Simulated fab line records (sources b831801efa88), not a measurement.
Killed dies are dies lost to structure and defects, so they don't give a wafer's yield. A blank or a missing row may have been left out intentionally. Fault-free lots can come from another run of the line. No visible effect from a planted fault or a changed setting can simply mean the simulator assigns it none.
Which tool did it? -- flow gf180mcu -- 13 lots with 38 wafers sampled at 4 steps, on a route of 602 steps

## WHAT THE GAUGES READ, wafer by wafer
GF_PASSIVATION_BOW_MEAS_14.
lot,measured,on,PASSIVATION_BOW (um)
L832,day 29 10:35,film_metro-01,127 124 129
L833,day 29 19:22,film_metro-02,121 131 119
L834,day 29 23:38,film_metro-01,144 128 134
L837,day 30 23:37,film_metro-03,130 140 135
L839,day 31 10:11,film_metro-01,130 120 130
L838,day 31 11:18,film_metro-01,145 151 137
L840,day 31 17:17,film_metro-01,142 137 137
L841,day 32 02:01,film_metro-02,115 124 111
L844,day 32 18:38,film_metro-02,153 151 155
L845,day 33 00:46,film_metro-01,111 134 147
L848,day 33 17:39,film_metro-02,149 163 144
L852,day 34 11:58,film_metro-02,129 131 128
L853,day 34 18:43,film_metro-02,140 132

## WHAT TOOL EACH LOT RAN ON (gives the tool, then ch and the chambers of the sampled wafers, and finally the start)
lot,GF_V5_ETCH_16,GF_V5_CVD_23,GF_TOP_METAL_SPUTTER_03
L832,"rie_diel-04 ch 2,3, day 27 14:25","cvd_w-02 ch 0,1, day 27 15:16","pvd_sputter-01, day 27 16:02"
L833,"rie_diel-03 ch 1,2, day 27 23:16","cvd_w-01 ch 0,1, day 28 00:05","pvd_sputter-01, day 28 00:49"
L834,"rie_diel-02 ch 0,2, day 28 04:43","cvd_w-01 ch 0,1, day 28 05:36","pvd_sputter-04, day 28 06:35"
L837,"rie_diel-02 ch 0,1, day 29 05:43","cvd_w-02 ch 0,1, day 29 06:30","pvd_sputter-01, day 29 07:16"
L839,"rie_diel-02 ch 0,1,3, day 29 16:40","cvd_w-02 ch 0,1, day 29 17:29","pvd_sputter-03, day 29 18:15"
L838,"rie_diel-03 ch 0,1,2, day 29 18:37","cvd_w-01 ch 0,1, day 29 19:26","pvd_sputter-03, day 29 20:12"
L840,"rie_diel-03 ch 0,2,3, day 30 01:10","cvd_w-02 ch 0,1, day 30 01:58","pvd_sputter-03, day 30 02:44"
L841,"rie_diel-03 ch 0,1,3, day 30 09:58","cvd_w-02 ch 0,1, day 30 10:49","pvd_sputter-04, day 30 11:35"
L844,"rie_diel-04 ch 0,3, day 31 03:10","cvd_w-02 ch 0,1, day 31 03:57","pvd_sputter-03, day 31 04:59"
L845,"rie_diel-03 ch 0,3, day 31 11:01","cvd_w-02 ch 0,1, day 31 11:47","pvd_sputter-03, day 31 12:34"
L848,"rie_diel-02 ch 0,2,3, day 32 05:13","cvd_w-01 ch 0,1, day 32 06:00","pvd_sputter-04, day 32 06:46"
L852,"rie_diel-03 ch 0,1,3, day 33 01:13","cvd_w-02 ch 0,1, day 33 02:02","pvd_sputter-04, day 33 02:49"
L853,"rie_diel-04 ch 2, day 33 08:13","cvd_w-01 ch 0,1, day 33 09:03","pvd_sputter-01, day 33 09:47"
- GF_V5_ETCH_16: etches BARC in N2/H2.
- GF_V5_CVD_23: deposits W, target thk 350 nm, time 104.9 s.
- GF_TOP_METAL_SPUTTER_03: material Ti, target thk 5 nm, time 3.3 s.

## WHAT THE TOOLS THEMSELVES READ (means of the sampled wafers that have a number; where no wafer has one, the mark that the record gives instead)
GF_V5_ETCH_16.
lot,tool,drypump_motor_current_A (A),oes_product_au (a.u.),rf_fwd_power_W (W),throttle_valve_pct (%)
L832,rie_diel-04,6.3,0.859,493.6,13.224
L833,rie_diel-03,5.3,0.855,494.4,13.215
L834,rie_diel-02,5.8,0.853,497.1,13.225
L837,rie_diel-02,5.7,0.859,496.8,13.223
L839,rie_diel-02,5.8,0.855,496.2,13.219
L838,rie_diel-03,5.4,0.851,495.6,13.224
L840,rie_diel-03,5.6,0.854,496.3,13.220
L841,rie_diel-03,5.7,0.855,495.3,13.218
L844,rie_diel-04,5.8,0.852,495.6,13.232
L845,rie_diel-03,5.8,0.858,496.2,13.227
L848,rie_diel-02,5.9,0.851,495.5,13.221
L852,rie_diel-03,5.7,0.856,494.1,13.224
L853,rie_diel-04,6.5,0.858,494.5,13.230

GF_V5_CVD_23.
lot,tool,heater_power_w (W)
L832,cvd_w-02,700
L833,cvd_w-01,870
L834,cvd_w-01,817
L837,cvd_w-02,712
L839,cvd_w-02,721
L838,cvd_w-01,833
L840,cvd_w-02,712
L841,cvd_w-02,714
L844,cvd_w-02,711
L845,cvd_w-02,717
L848,cvd_w-01,851
L852,cvd_w-02,718
L853,cvd_w-01,840

GF_TOP_METAL_SPUTTER_03.
lot,tool,throttle_valve_pct (%)
L832,pvd_sputter-01,29.1
L833,pvd_sputter-01,29.3
L834,pvd_sputter-04,30.5
L837,pvd_sputter-01,29.1
L839,pvd_sputter-03,29.1
L838,pvd_sputter-03,30.4
L840,pvd_sputter-03,29.9
L841,pvd_sputter-04,30.6
L844,pvd_sputter-03,29.2
L845,pvd_sputter-03,29.4
L848,pvd_sputter-04,31.3
L852,pvd_sputter-04,31.0
L853,pvd_sputter-01,30.5

## THE ANSWER, worked out from the rows above alone
Rule: the usual values come from the lots themselves. The widest of any qualifying gaps counts: lots, ordered by their means at a reading, are off when they make up no more than a third of the lots, leave a main group of 4 or more, and stand apart from it by 3 or more times the standard deviation of that group's means. The tables above print the reading to a certain number of digits; a main group whose means all agree to those digits is not used. Also off: a lot with no number at a reading for which 4 or more lots have one. The other lots that the step has rows for count as sound. After the gauges, taken in route order, come the tools' own readings; for these a lot's mean is taken, as printed above. The first step at which some lot is off is used, and at that step the reading that is off furthest; a lot without a number counts as furthest.
Across all readings shown, no lot is off: no conclusion can be drawn from this.

## WHAT THE SIMULATOR PUT IN
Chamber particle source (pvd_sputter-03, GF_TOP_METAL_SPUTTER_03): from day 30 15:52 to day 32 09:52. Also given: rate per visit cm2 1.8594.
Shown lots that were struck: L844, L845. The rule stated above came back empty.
